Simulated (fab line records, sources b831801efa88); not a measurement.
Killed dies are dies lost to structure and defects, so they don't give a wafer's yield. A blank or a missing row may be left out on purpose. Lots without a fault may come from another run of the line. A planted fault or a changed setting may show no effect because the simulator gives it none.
A struck lot beside a sound one | flow gf180mcu | 15 steps out of a route of 602
Sound: wafers L524.2, L524.3, L524.6. Struck: wafer L534.2. (L534.3 of the same lot was not struck and is left out.) The cause comes at the end.
At each step with rows: each side's tool, then ch and its chambers, then its first start. Under that, the readings that differ: sound wafers | struck wafers | difference of the means | sigmas: that difference in standard deviations of wafers without a fault.
alike: readings whose means differ by less than 2 such deviations, and words and numbers that are the same on both sides. not compared: withheld readings, readings that some wafer has no value for, bounds like >300 that may hide the same value, and numbers for which the record gives no deviation and whose values overlap.
The two part at a step that has a row with sigmas, a row that says differs or no value, or rows on one side only. Numbers that don't overlap but have no deviation are shown without sigmas and don't part them. A reading that every wafer of one side lacks parts them only if that side has two wafers or more.

GF_V1_CD_MEAS_14: target cd 260 nm.
  sound on cd_sem-02, day 18 19:02; struck on cd_sem-02, day 22 17:35
  alike: cd_nm
GF_V1_OVL_MEAS_15:
  sound on overlay-01, day 18 19:08; struck on overlay-02, day 22 17:41
  reading     | sound   | struck | difference | sigmas
  V1_OVL (nm) | -4 0 -6 | 8      | +11        | +2
then, 1 step without rows for these wafers: GF_V1_ETCH_16 (etches BARC in N2/H2).
GF_V1_ETCH_17: etches SiO2 in C4F8/O2/Ar, stops on TiN, target depth 630 nm.
  sound on rie_diel-01 ch 0,1,2; struck on rie_diel-04 ch 1
  alike: oes_product_au
GF_V1_STRIP_18: strips in O2/N2.
  sound on plasma_asher-01 ch 0, day 18 19:17; struck on plasma_asher-01 ch 1, day 22 17:50
  reading            | sound       | struck | difference | sigmas
  heater_power_w (W) | 382 384 382 | 312    | -71        | -3
  alike: drypump_motor_current_A, oes_product_au
  not compared: rf_hours_counter_h
then, 3 steps without rows for these wafers: GF_V1_STRIP_19 (strips in post etch residue remover, time 1200 s); GF_V1_CLEAN_20 (cleans in DIW); GF_V1_SPUTTER_21 (material Ti, target thk 15 nm, time 80.02 s).
GF_V1_SPUTTER_22: material TiN, target thk 10 nm, time 40 s.
  sound on pvd_sputter-01, day 18 19:53; struck on pvd_sputter-02, day 22 18:26
  alike: throttle_valve_pct
GF_V1_CVD_23: deposits W, target thk 350 nm, time 105.05 s.
  sound on cvd_w-02 ch 1, day 18 19:56; struck on cvd_w-02 ch 1, day 22 18:29
  alike: chamber_pressure_Torr, heater_power_w
GF_V1_RS_MEAS_24: measures by four-point-probe.
  sound on film_metro-01, day 18 20:04; struck on film_metro-04, day 22 18:37
  alike: V1_W_RS
GF_V1_THK_MEAS_25: measures by xrf.
  sound on film_metro-01, day 18 20:10; struck on film_metro-04, day 22 18:43
  alike: V1_W_THK
GF_V1_CMP_26: polishes, stops on SiO2, t overpolish 15 s, target thk 0 nm.
  sound on cmp-02 ch 0,2,3, day 18 20:13; struck on cmp-01 ch 0, day 22 18:49
  reading                | sound                | struck | difference | sigmas
  overpolish_run_s (s)   | 14.990 14.997 14.998 | 0.050  | -14.945    | -99 or more
  time_to_endpoint_s (s) | 92 86 89             | 130    | +41        | +11
  alike: motor_current_A, slurry_flow_ml_min
GF_M2_SPUTTER_00: material Ti, target thk 37.5 nm, time 150 s.
  the record has rows for the sound wafers here (pvd_sputter-04, day 18 20:31) and none for the struck ones
-- the record jumps here: 10 days lie between the struck wafers' starts before and after (it left off in module M2 and takes up again in module PASSIVATION, whose first step shown is number 602 of the route) --
GF_PASSIVATION_PROBE_99:
  the record has rows for the struck wafers here (prober-01, day 32 12:11) and none for the sound ones

WHERE THEY PART
First at GF_V1_OVL_MEAS_15; last, within this record, at GF_PASSIVATION_PROBE_99.

WHY: what the simulator had put in
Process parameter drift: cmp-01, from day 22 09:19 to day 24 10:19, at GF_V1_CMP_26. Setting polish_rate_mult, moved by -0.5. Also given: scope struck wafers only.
